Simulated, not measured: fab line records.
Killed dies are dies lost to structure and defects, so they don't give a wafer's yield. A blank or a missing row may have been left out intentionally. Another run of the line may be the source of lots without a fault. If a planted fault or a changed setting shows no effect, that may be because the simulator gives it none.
2 desks, one fault | flow sfq line | each desk has only its own numbers; what lay behind them comes last

FOR THE TOOL OWNER'S DESK: litho track-01
The tool's own readings at SFQ_TRILAYER_M7_LITHO_COAT_177 (resist thk 600 nm): means of the sampled wafers that have a number, for each lot that ran on this tool. Any lot whose mean is over 4 standard deviations away from the usual mean is out of limits and marked OUT; that distance is given in the brackets.
Columns: A = spin speed rpm at SFQ_TRILAYER_M7_LITHO_COAT_177, usual 3000.0 rpm
lot  | first seen here | A
L816 | day 75 13:27    | 2998.2
L821 | day 76 23:52    | 2999.8
L823 | day 77 04:03    | 2999.0
L825 | day 77 08:51    | 3000.3
Result from this desk: across the 4 lots, nothing is out of limits.

METROLOGY DESK
Means of the sampled wafers that have a number, per lot and without regard to the tool the lot ran on: this is what the gauges read. Any lot whose mean is over 4 standard deviations away from the usual mean is out of limits and marked OUT; that distance is given in the brackets.
Columns: A = I6_OVL at SFQ_I6_OVL_MEAS_942, usual -1 nm; B = M7_NB_RS at SFQ_M7_RS_MEAS_943, usual 0.892 ohm/sq; C = M7_OVL at SFQ_M7_OVL_MEAS_945, usual -4 nm
lot  | first seen here | A  | B     | C
L810 | day 69 12:14    | 2  | 0.891 | -2
L816 | day 75 11:51    | 7  | 0.897 | -8
L821 | day 76 22:17    | -3 | 0.907 | -2
L823 | day 77 01:53    | -8 | 0.871 | -4
L825 | day 77 06:41    | 11 | 0.905 | -4
L830 | day 77 19:53    | -4 | 0.901 | -7
L831 | day 77 21:05    | 3  | 0.880 | -3
Result from this desk: across the 7 lots, nothing is out of limits.

ALL TOGETHER
The tool owner's desk saw nothing out of limits.
At the metrology desk, nothing out of limits was observed.

WHAT WAS PUT IN BY THE SIMULATOR
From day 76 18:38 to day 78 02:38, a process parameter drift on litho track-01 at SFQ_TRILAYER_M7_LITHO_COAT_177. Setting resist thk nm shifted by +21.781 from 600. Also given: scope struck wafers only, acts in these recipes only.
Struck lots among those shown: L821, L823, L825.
